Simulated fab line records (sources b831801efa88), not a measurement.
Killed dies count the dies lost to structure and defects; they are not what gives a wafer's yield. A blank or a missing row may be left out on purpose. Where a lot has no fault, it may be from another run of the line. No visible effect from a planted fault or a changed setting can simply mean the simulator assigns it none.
Chamber matching || flow sky130 || 4 sister chambers for SKY_VIA4_CMP_21 on cmp-02
The step polishes, stops on SiO2, t overpolish 25 s, target thk 0 nm. 8 wafers are shown with their chamber, then 9 later ones without.

== WAFERS PAIRED WITH THEIR CHAMBERS ==
{"wafer": "L087.3", "chamber": 1, "motor_current_A (A)": 9.6, "time_to_endpoint_s (s)": 123}
{"wafer": "L088.2", "chamber": 2, "motor_current_A (A)": 14.5, "time_to_endpoint_s (s)": 113}
{"wafer": "L088.3", "chamber": 1, "motor_current_A (A)": 9.2, "time_to_endpoint_s (s)": 117}
{"wafer": "L090.1", "chamber": 2, "motor_current_A (A)": 14.1, "time_to_endpoint_s (s)": 119}
{"wafer": "L090.4", "chamber": 0, "motor_current_A (A)": 11.3, "time_to_endpoint_s (s)": 113}
{"wafer": "L091.2", "chamber": 0, "motor_current_A (A)": 10.7, "time_to_endpoint_s (s)": 113}
{"wafer": "L091.4", "chamber": 3, "motor_current_A (A)": 12.2, "time_to_endpoint_s (s)": 122}
{"wafer": "L091.6", "chamber": 3, "motor_current_A (A)": 12.4, "time_to_endpoint_s (s)": 119}

== WAFERS MISSING THEIR CHAMBER ==
{"wafer": "L092.1", "motor_current_A (A)": 13.3, "time_to_endpoint_s (s)": 112}
{"wafer": "L092.2", "motor_current_A (A)": 12.8, "time_to_endpoint_s (s)": 120}
{"wafer": "L092.4", "motor_current_A (A)": 11.0, "time_to_endpoint_s (s)": 111}
{"wafer": "L094.2", "motor_current_A (A)": 13.0, "time_to_endpoint_s (s)": 121}
{"wafer": "L094.3", "motor_current_A (A)": 14.1, "time_to_endpoint_s (s)": 116}
{"wafer": "L094.5", "motor_current_A (A)": 11.4, "time_to_endpoint_s (s)": 112}
{"wafer": "L096.1", "motor_current_A (A)": 9.5, "time_to_endpoint_s (s)": 126}
{"wafer": "L096.5", "motor_current_A (A)": 12.7, "time_to_endpoint_s (s)": 124}
{"wafer": "L096.6", "motor_current_A (A)": 14.3, "time_to_endpoint_s (s)": 116}

== WHICH CHAMBER EACH ONE RAN IN ==
{"wafer": "L092.1", "from the rows above": "can't be placed: 2 or 3", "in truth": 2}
{"wafer": "L092.2", "from the rows above": 3, "in truth": 3}
{"wafer": "L092.4", "from the rows above": 0, "in truth": 0}
{"wafer": "L094.2", "from the rows above": 3, "in truth": 3}
{"wafer": "L094.3", "from the rows above": 2, "in truth": 2}
{"wafer": "L094.5", "from the rows above": 0, "in truth": 0}
{"wafer": "L096.1", "from the rows above": 1, "in truth": 1}
{"wafer": "L096.5", "from the rows above": 3, "in truth": 3}
{"wafer": "L096.6", "from the rows above": 2, "in truth": 2}
Correctly placed: 8 of 9. These rows do not allow placing 1 (true chamber among the candidates in 1). Placed wrongly: 0.
How it was worked out, from the rows above alone: a wafer's distance from a chamber is the root of the sum, over the readings, of the square of ((its reading less the chamber's mean) divided by the reading's scatter). The wafer belongs to the nearest chamber; if the next one is less than 2 further off, it can't be placed. For every chamber, the mean is computed from those of its wafers that are shown. The scatter: the root of (the sum of the squares of (reading less its chamber's mean) over the shown wafers, divided by (wafers less chambers)).
